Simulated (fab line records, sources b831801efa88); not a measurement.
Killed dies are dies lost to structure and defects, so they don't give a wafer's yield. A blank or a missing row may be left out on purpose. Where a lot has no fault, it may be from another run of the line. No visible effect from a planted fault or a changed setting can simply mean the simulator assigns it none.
Which tool did it? :: flow gf180mcu :: 7 lots with 21 wafers sampled at 3 steps, on a route of 602 steps

== WHAT THE GAUGES READ, wafer by wafer ==
GF_V2_BOW_MEAS_05.
lot: L569
measured: day 19 11:17
on: film-metro-03
V2_BOW (um): 104 99 95

lot: L574
measured: day 21 13:44
on: film-metro-04
V2_BOW (um): 97 99 94

lot: L577
measured: day 22 11:38
on: film-metro-04
V2_BOW (um): 108 117 113

lot: L579
measured: day 23 20:47
on: film-metro-04
V2_BOW (um): 85 91 100

lot: L586
measured: day 25 18:23
on: film-metro-03
V2_BOW (um): 121 110 114

lot: L589
measured: day 26 13:02
on: film-metro-03
V2_BOW (um): 106 95 101

lot: L591
measured: day 27 03:30
on: film-metro-03
V2_BOW (um): 112 126 126

== WHAT TOOL EACH LOT RAN ON (gives the tool, then ch and the chambers of the sampled wafers, and finally the start) ==
lot: L569
GF_PSD_IMPLANT_09: implanter-03 ch 0, day 14 10:32
GF_M2_SPUTTER_00: pvd-sputter-01, day 18 09:17

lot: L574
GF_PSD_IMPLANT_09: implanter-03 ch 0, day 16 07:29
GF_M2_SPUTTER_00: pvd-sputter-04, day 20 11:40

lot: L577
GF_PSD_IMPLANT_09: implanter-03 ch 0, day 17 04:32
GF_M2_SPUTTER_00: pvd-sputter-01, day 21 10:45

lot: L579
GF_PSD_IMPLANT_09: implanter-03 ch 0, day 18 15:53
GF_M2_SPUTTER_00: pvd-sputter-02, day 22 20:50

lot: L586
GF_PSD_IMPLANT_09: implanter-01 ch 0, day 20 16:19
GF_M2_SPUTTER_00: pvd-sputter-02, day 24 18:57

lot: L589
GF_PSD_IMPLANT_09: implanter-02 ch 0, day 21 14:38
GF_M2_SPUTTER_00: pvd-sputter-02, day 25 15:05

lot: L591
GF_PSD_IMPLANT_09: implanter-02 ch 0, day 22 06:16
GF_M2_SPUTTER_00: pvd-sputter-04, day 26 05:04
- GF_PSD_IMPLANT_09
- GF_M2_SPUTTER_00: material Ti, target thk 37.5 nm, time 150 s.

== THE ANSWER, worked out from the rows above alone ==
Rule: usual is defined by the lots themselves. Put in order of their means at a reading, lots are off if they are a third of the lots or fewer, leave a main group of 4 or more, and stand apart from it by a gap of 3 or more times the standard deviation of the main group's means; of several such gaps the widest counts. If all means in a main group match to the digits the tables above print for the reading, that group is not used. Also off: a lot with no number at a reading for which 4 or more lots have one. The other lots that the step has rows for count as sound.
Across all readings shown, no lot is off: no conclusion can be drawn from this.

== WHAT THE SIMULATOR HAD PUT IN ==
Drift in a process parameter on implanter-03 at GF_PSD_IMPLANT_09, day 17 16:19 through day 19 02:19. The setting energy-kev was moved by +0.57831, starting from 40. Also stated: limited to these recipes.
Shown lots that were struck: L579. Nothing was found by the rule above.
